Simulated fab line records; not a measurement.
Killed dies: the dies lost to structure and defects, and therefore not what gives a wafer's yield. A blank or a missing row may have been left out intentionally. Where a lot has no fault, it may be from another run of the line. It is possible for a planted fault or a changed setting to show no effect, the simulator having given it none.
Matching of chambers | flow sky130 | SKY_LI_CONTACT_CMP_02 on cmp-02 has 4 sister chambers
The step polishes PSG. 8 wafers are shown with their chamber, then 12 later ones without.

EACH WAFER AND ITS CHAMBER
wafer  | chamber | motor current A (A) | time to endpoint s (s)
L077.3 | 3       | 12.1                | 33
L087.3 | 3       | 13.4                | 31
L087.5 | 0       | 9.5                 | 34
L087.4 | 1       | 13.0                | 36
L087.6 | 1       | 12.4                | 39
L091.1 | 2       | 12.9                | 39
L091.4 | 0       | 9.3                 | 36
L091.5 | 2       | 13.1                | 37

WAFERS MISSING THEIR CHAMBER
wafer  | motor current A (A) | time to endpoint s (s)
L094.3 | 9.5                 | 37
L094.5 | 9.6                 | 38
L094.6 | 12.7                | 32
L095.1 | 12.7                | 34
L095.2 | 12.7                | 34
L095.6 | 12.8                | 34
L096.1 | 13.2                | 32
L096.3 | 12.5                | 28
L096.5 | 12.3                | 29
L097.2 | 9.2                 | 33
L097.3 | 13.0                | 32
L097.5 | 12.7                | 36

WHICH CHAMBER EACH WENT THROUGH
wafer  | from the rows above          | in truth
L094.3 | 0                            | 0
L094.5 | 0                            | 0
L094.6 | 3                            | 3
L095.1 | can't be placed: 3 or 1 or 2 | 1
L095.2 | can't be placed: 3 or 1 or 2 | 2
L095.6 | can't be placed: 3 or 1 or 2 | 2
L096.1 | 3                            | 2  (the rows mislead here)
L096.3 | 3                            | 3
L096.5 | 3                            | 3
L097.2 | 0                            | 0
L097.3 | 3                            | 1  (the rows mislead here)
L097.5 | can't be placed: 1 or 2 or 3 | 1
6 of 12 placed correctly. Not placeable from these rows: 4 (in 4, the candidates include the true chamber). Placed wrongly: 2.
How it was worked out, from the rows above alone: a wafer's distance from a chamber is the root of the sum, over the readings, of the square of ((its reading less the chamber's mean) divided by the reading's scatter). The wafer belongs to the nearest chamber; if the next one is less than 2 further off, it can't be placed. Each chamber's mean is taken over the wafers shown for it. The scatter is the square root of a quotient: the sum, over the shown wafers, of each reading's squared deviation from its chamber's mean, divided by wafers minus chambers.
